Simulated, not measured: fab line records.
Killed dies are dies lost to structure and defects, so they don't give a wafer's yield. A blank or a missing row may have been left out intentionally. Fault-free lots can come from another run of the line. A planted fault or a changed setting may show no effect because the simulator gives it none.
fab line records	flow sky130
record: lots: 5	wafers: 23
route steps=708 shown VIA4@657 METAL5@664 PASSIVATION@692
startH: start of the lot's first displayed wafer, in hours after the record's first day	waitH: time in hours since the lot's previous step	" as in the row above	L1.1+2: a row that stands for several wafers	- no value present, or no start provided	* or withheld: withheld	< > ~ a bound
route shown NAME@n: a module of which the file shows steps, and the number in the route of the first	usual: mean/standard deviation of fault-free wafers	same: alike in all rows	chamber/n: place in a boat	sites: the reading at each site	_std_site: their standard deviation	_edge_site: the outer-site mean with the inner-site mean subtracted	radiusMm: how far each site lies from the wafer's centre	mask NAME#n: copy n	behind: the tool/chamber that last shaped the wafer	hold: why the lot went on hold/how many hours it stayed there/how the hold came to an end	device: whichever transistor did not switch (one of n, p or np)	end of line: the same wafers' tests at the end of the route	for a step that has no rows: nothing shown but its recipe	killed: dies that structure and defects cost at the first sort, which is not the same as the wafer's yield	map: a wafer's dies, x killed, . not, _ none there
set.NAME: the setting as run; set.NAME@STEP: as run at that earlier step	model.NAME: the simulator's own value behind a step, which no gauge read
lots whose settings were changed on purpose; a table a step, a row a wafer
== steps ==
step: SKY_VIA4_CVD_18
recipe: material: W	targetThkNm: 505	timeS: 152.14	tempC: 400	pressureTorr: 40
lot.wafer	tool	chamber	startH	waitH	set.tempC	model.W_of_VIA4_CVD_18.thkNm
L074.1	cvdW-01	1	1001.35	0.0	391	430.4
L074.2	"	0	"	"	391	428.2
L074.3	"	0	"	"	391	427.7
L074.5	"	1	"	"	400	505.1
L074.6	"	0	"	"	400	495.4
L075.1	cvdW-01	0	1008.01	0.0	392.1	431.2
L075.3	"	0	"	"	400	505
L075.4	"	1	"	"	392.1	436.8
L075.5	"	0	"	"	392.1	434.5
L075.6	"	1	"	"	400	505.6
L076.1	cvdW-01	0	1023.35	0.0	400	497.7
L076.2	"	1	"	"	400	505.5
L076.5	"	0	"	"	400	499.8
L083.1	cvdW-01	1	1068.35	0.0	400	500.2
L083.2	"	0	"	"	400	503.3
L083.3	"	0	"	"	400	496.5
L083.4	"	1	"	"	400	494.2
L083.5	"	1	"	"	400	504.9
L085.1	cvdW-02	0	1083.76	0.0	409.9	598.5
L085.2	"	1	"	"	400	502.5
L085.3	"	1	"	"	409.9	596.3
L085.4	"	0	"	"	400	506.6
L085.6	"	0	"	"	409.9	596
step: SKY_VIA4_RS_MEAS_19
recipe: thkMeasGauge: four-point-probe	reads: W_of_VIA4_CVD_18+TiN_of_VIA4_SPUTTER_17
usual: VIA4_W_RS: 0.2278/0.002
lot.wafer	tool	chamber	startH	waitH	set.tempC@VIA4_CVD_18	VIA4_W_RS[ohm/sq]
L074.1	filmMetro-02	-	1001.50	0.1	391	0.2668
L074.2	"	-	"	"	391	0.2675
L074.3	"	-	"	"	391	0.2675
L074.5	"	-	"	"	400	0.2268
L074.6	"	-	"	"	400	0.2308
L075.1	filmMetro-03	-	1008.16	0.1	392.1	0.2649
L075.3	"	-	"	"	400	0.2262
L075.4	"	-	"	"	392.1	0.2616
L075.5	"	-	"	"	392.1	0.2636
L075.6	"	-	"	"	400	0.2259
L076.1	filmMetro-03	-	1023.50	0.1	400	0.2298
L076.2	"	-	"	"	400	0.2262
L076.5	"	-	"	"	400	0.2286
L083.1	filmMetro-02	-	1068.50	0.1	400	0.2289
L083.2	"	-	"	"	400	0.2270
L083.3	"	-	"	"	400	0.2302
L083.4	"	-	"	"	400	0.2317
L083.5	"	-	"	"	400	0.2269
L085.1	filmMetro-01	-	1083.91	0.1	409.9	0.1903
L085.2	"	-	"	"	400	0.2274
L085.3	"	-	"	"	409.9	0.1910
L085.4	"	-	"	"	400	0.2253
L085.6	"	-	"	"	409.9	0.1909
step: SKY_VIA4_THK_MEAS_20
recipe: thkMeasGauge: xrf	reads: W_of_VIA4_CVD_18
usual: VIA4_W_THK: 492/5.1
lot.wafer	tool	chamber	startH	waitH	set.tempC@VIA4_CVD_18	VIA4_W_THK[nm]
L074.1	filmMetro-02	-	1001.62	0.1	391	418
L074.2	"	-	"	"	391	418
L074.3	"	-	"	"	391	415
L074.5	"	-	"	"	400	492
L074.6	"	-	"	"	400	484
L075.1	filmMetro-03	-	1008.28	0.1	392.1	424
L075.3	"	-	"	"	400	499
L075.4	"	-	"	"	392.1	431
L075.5	"	-	"	"	392.1	427
L075.6	"	-	"	"	400	499
L076.1	filmMetro-03	-	1023.62	0.1	400	494
L076.2	"	-	"	"	400	499
L076.5	"	-	"	"	400	492
L083.1	filmMetro-02	-	1068.62	0.1	400	488
L083.2	"	-	"	"	400	491
L083.3	"	-	"	"	400	483
L083.4	"	-	"	"	400	479
L083.5	"	-	"	"	400	490
L085.1	filmMetro-01	-	1084.03	0.1	409.9	589
L085.2	"	-	"	"	400	491
L085.3	"	-	"	"	409.9	579
L085.4	"	-	"	"	400	497
L085.6	"	-	"	"	409.9	582
step: SKY_VIA4_CMP_21
recipe: stopOn: SiO2	tOverpolishS: 25	downForcePsi: 3.5	platenRpm: 60	targetThkNm: 0	padVelocityMS: 0.94248
usual: timeToEndpointS: 120/3.4
lot.wafer	tool	chamber	startH	waitH	set.tempC@VIA4_CVD_18	timeToEndpointS
L074.1	cmp-02	3	1001.68	0.1	391	104
L074.2	"	1	"	"	391	106
L074.3	"	2	"	"	391	102
L074.5	"	3	"	"	400	119
L074.6	"	0	"	"	400	123
L075.3	cmp-02	1	1008.34	0.0	400	118
L075.1	"	2	"	"	392.1	97
L075.4	"	0	"	"	392.1	103
L075.6	"	1	"	"	400	121
L075.5	"	2	"	"	392.1	98
L076.2	cmp-02	2	1023.78	0.1	400	117
L076.1	"	3	"	"	400	114
L076.5	"	1	"	"	400	117
L083.1	cmp-01	3	1068.68	0.1	400	121
L083.4	"	0	"	"	400	119
L083.2	"	1	"	"	400	122
L083.3	"	2	"	"	400	118
L083.5	"	3	"	"	400	119
L085.4	cmp-02	2	1084.36	0.3	400	119
L085.1	"	3	"	"	409.9	143
L085.3	"	0	"	"	409.9	148
L085.2	"	1	"	"	400	126
L085.6	"	2	"	"	409.9	141
step: SKY_METAL5_SPUTTER_03
recipe: material: Ti	targetThkNm: 5	powerW: 3000	timeS: 3.3	chamberPressurePa: 0.4
lot.wafer	tool	chamber	startH	waitH	set.powerW	model.Ti_of_METAL5_SPUTTER_03.thkNm
L074.1	pvdSputter-04	-	1002.08	0.0	2877	4.6
L074.2	"	-	"	"	3000	4.902
L074.3	"	-	"	"	2877	4.618
L074.5	"	-	"	"	2877	4.703
L074.6	"	-	"	"	3000	4.777
L075.1	pvdSputter-04	-	1008.74	0.0	3000	5.005
L075.3	"	-	"	"	3333	5.517
L075.4	"	-	"	"	3333	5.426
L075.5	"	-	"	"	3333	5.466
L075.6	"	-	"	"	3000	5.082
L076.1	pvdSputter-01	-	1024.08	0.0	3000	5.036
L076.2	"	-	"	"	3000	5.062
L076.5	"	-	"	"	3000	5.084
L083.1	pvdSputter-01	-	1069.08	0.0	3000	5.06
L083.2	"	-	"	"	3314	5.408
L083.3	"	-	"	"	3314	5.419
L083.4	"	-	"	"	3000	4.99
L083.5	"	-	"	"	3000	4.891
L085.1	pvdSputter-03	-	1084.76	0.0	3287	5.602
L085.2	"	-	"	"	3287	5.577
L085.3	"	-	"	"	3000	5.029
L085.4	"	-	"	"	3287	5.51
L085.6	"	-	"	"	3000	5.041
step: SKY_METAL5_METAL_ETCH_15
recipe: targetDepthA: 12600	stopOn: SiO2	overEtchFrac: 0.2	timeS: 252	chemistry: Cl2/BCl3	resistSidewallDeg: 86	pressureMtorr: 10	icpW: 900	biasW: 48.5	Cl2_flow_sccm: 60	bcl3FlowSccm: 30
lot.wafer	tool	chamber	startH	waitH	set.timeS	model.NOVOLAK_of_METAL5_COAT_09.thkNm	model.SiO2_of_VIA4_HDPCVD_00.thkNm
L074.1	rieMetal-03	1	1023.71	0.0	281.3	946.8	547.9
L074.2	"	0	"	"	252	1042	551.6
L074.3	"	0	"	"	252	1049	550.2
L074.5	"	1	"	"	252	1034	549.8
L074.6	"	0	"	"	281.3	952.9	547.9
L075.1	rieMetal-04	1	1030.92	0.0	268.8	980.4	546.7
L075.3+5	"	1,0	"	"	252	-	-
L075.4	"	0	"	"	268.8	-	-
L075.6	"	1	"	"	268.8	968.8	547.1
L076.1	rieMetal-04	0	1046.68	0.0	252	1035	548.9
L076.2	"	1	"	"	252	1044	549.1
L076.5	"	1	"	"	252	1045	547.8
L083.1	rieMetal-01	1	1089.56	0.0	252	1042	548.5
L083.2+3	"	0,1	"	"	284.1	-	-
L083.4	"	0	"	"	284.1	949.9	543.1
L083.5	"	0	"	"	252	1041	547.8
L085.1	rieMetal-04	1	1104.94	0.0	227	-	-
L085.2+4	"	0	"	"	252	-	-
L085.3	"	1	"	"	252	1027	549.8
L085.6	"	0	"	"	227	1092	551.5
step: SKY_METAL5_STRIP_16
recipe: chemistry: O2/N2	powerW: 1400	pressureMtorr: 1500	platenTempC: withheld	o2FlowSccm: 3000	n2FlowSccm: 300	overashFraction: 0.5
usual: stripTimeToEndpointS: 13.06/0.12
lot.wafer	tool	chamber	startH	waitH	set.timeS@METAL5_METAL_ETCH_15	stripTimeToEndpointS
L074.1	plasmaAsher-04	0	1023.95	0.2	281.3	12.11
L074.2	"	1	"	"	252	13.16
L074.3	"	1	"	"	252	13.24
L074.5	"	0	"	"	252	13.07
L074.6	"	1	"	"	281.3	12.19
L075.1	plasmaAsher-04	0	1031.16	0.2	268.8	12.51
L075.3	"	1	"	"	252	13.03
L075.4	"	0	"	"	268.8	12.51
L075.5	"	0	"	"	252	13.05
L075.6	"	1	"	"	268.8	12.38
L076.1	plasmaAsher-02	0	1047.00	0.2	252	13.08
L076.2	"	1	"	"	252	13.16
L076.5	"	1	"	"	252	13.20
L083.1	plasmaAsher-04	0	1089.80	0.2	252	13.15
L083.2	"	1	"	"	284.1	11.99
L083.3	"	1	"	"	284.1	12.07
L083.4	"	0	"	"	284.1	12.14
L083.5	"	0	"	"	252	13.14
L085.1	plasmaAsher-04	0	1105.18	0.2	227	13.93
L085.2	"	1	"	"	252	12.81
L085.3	"	0	"	"	252	12.97
L085.4	"	1	"	"	252	12.87
L085.6	"	0	"	"	227	13.71
step: SKY_PASSIVATION_ETCH_11
recipe: chemistry: CF4/O2	targetDepthNm: 725	stopOn: AlCu	sourceW: 800	biasW: 150	pressureMtorr: 150	cf4FlowSccm: 80	O2_flow_sccm: 10	timeS: 161.1
lot.wafer	tool	chamber	startH	waitH	set.timeS	model.coat_of_PASSIVATION_COAT_06.thkNm
L074.1	rieDiel-02	0	1046.78	-	161.1	2553
L074.2	"	1	"	"	175	2498
L074.3	"	3	"	"	161.1	2550
L074.5	"	0	"	"	175	2505
L074.6	"	1	"	"	161.1	2548
L075.1	rieDiel-02	3	1053.59	-	161.1	2563
L075.3	"	2	"	"	148.6	2594
L075.4	"	1	"	"	148.6	2588
L075.5	"	1	"	"	161.1	2554
L075.6	"	0	"	"	161.1	2561
L076.1	rieDiel-02	2	1069.38	-	161.1	2559
L076.2	"	0	"	"	161.1	2563
L076.5	"	1	"	"	161.1	2576
L083.1	rieDiel-02	1	1110.89	-	183.5	2489
L083.2	"	3	"	"	183.5	2501
L083.3	"	0	"	"	161.1	2568
L083.4	"	2	"	"	183.5	2499
L083.5	"	2	"	"	161.1	2569
L085.1	rieDiel-01	1	1124.78	-	173	2504
L085.2	"	0	"	"	173	2520
L085.3	"	2	"	"	161.1	2546
L085.4	"	3	"	"	161.1	2558
L085.6	"	1	"	"	161.1	2550
step: SKY_PASSIVATION_STRIP_12
recipe: chemistry: O2/N2	powerW: 1400	pressureMtorr: 1500	platenTempC: withheld	overashFraction: 0.7	o2FlowSccm: 3000	n2FlowSccm: 300
usual: stripTimeToEndpointS: 31.94/0.099
lot.wafer	tool	chamber	startH	waitH	set.timeS@PASSIVATION_ETCH_11	stripTimeToEndpointS
L074.1	plasmaAsher-01	1	1046.88	0.1	161.1	31.89
L074.2	"	0	"	"	175	31.30
L074.3	"	0	"	"	161.1	31.88
L074.5	"	0	"	"	175	31.39
L074.6	"	1	"	"	161.1	31.90
L075.1	plasmaAsher-01	0	1053.69	0.1	161.1	32.04
L075.3	"	0	"	"	148.6	32.39
L075.4	"	1	"	"	148.6	32.36
L075.5	"	1	"	"	161.1	31.93
L075.6	"	0	"	"	161.1	32.02
L076.1	plasmaAsher-03	1	1069.48	0.1	161.1	31.98
L076.2	"	0	"	"	161.1	32.03
L076.5	"	1	"	"	161.1	32.18
L083.1	plasmaAsher-04	0	1111.00	0.1	183.5	31.20
L083.2	"	1	"	"	183.5	31.34
L083.3	"	0	"	"	161.1	32.09
L083.4	"	1	"	"	183.5	31.31
L083.5	"	0	"	"	161.1	32.11
L085.1	plasmaAsher-04	0	1124.88	0.1	173	31.37
L085.2	"	1	"	"	173	31.56
L085.3	"	0	"	"	161.1	31.87
L085.4	"	1	"	"	161.1	31.97
L085.6	"	1	"	"	161.1	31.87
== key ==
split: step: SKY_VIA4_CVD_18	setting: tempC	stated: 400	by: wafer
response: step: SKY_VIA4_CVD_18	reading: model.W_of_VIA4_CVD_18.thkNm	change: +35.1	per: 1%	r: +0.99
response: step: SKY_VIA4_RS_MEAS_19	reading: VIA4_W_RS	change: -0.0165	per: 1%	r: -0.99
response: step: SKY_VIA4_THK_MEAS_20	reading: VIA4_W_THK	change: +34.7	per: 1%	r: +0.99
response: step: SKY_VIA4_CMP_21	reading: timeToEndpointS	change: *	per: 1%	r: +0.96
split: step: SKY_METAL5_SPUTTER_03	setting: powerW	stated: 3000	by: wafer
response: step: SKY_METAL5_SPUTTER_03	reading: model.Ti_of_METAL5_SPUTTER_03.thkNm	change: +0.0444	per: 1%	r: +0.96
split: step: SKY_METAL5_METAL_ETCH_15	setting: timeS	stated: 252	by: wafer
response: step: SKY_METAL5_METAL_ETCH_15	reading: model.NOVOLAK_of_METAL5_COAT_09.thkNm	change: -7.48	per: 1%	r: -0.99
response: step: SKY_METAL5_METAL_ETCH_15	reading: model.SiO2_of_VIA4_HDPCVD_00.thkNm	change: -0.275	per: 1%	r: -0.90
response: step: SKY_METAL5_STRIP_16	reading: stripTimeToEndpointS	change: *	per: 1%	r: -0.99
split: step: SKY_PASSIVATION_ETCH_11	setting: timeS	stated: 161.1	by: wafer
response: step: SKY_PASSIVATION_ETCH_11	reading: model.coat_of_PASSIVATION_COAT_06.thkNm	change: -5.12	per: 1%	r: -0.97
response: step: SKY_PASSIVATION_STRIP_12	reading: stripTimeToEndpointS	change: *	per: 1%	r: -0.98
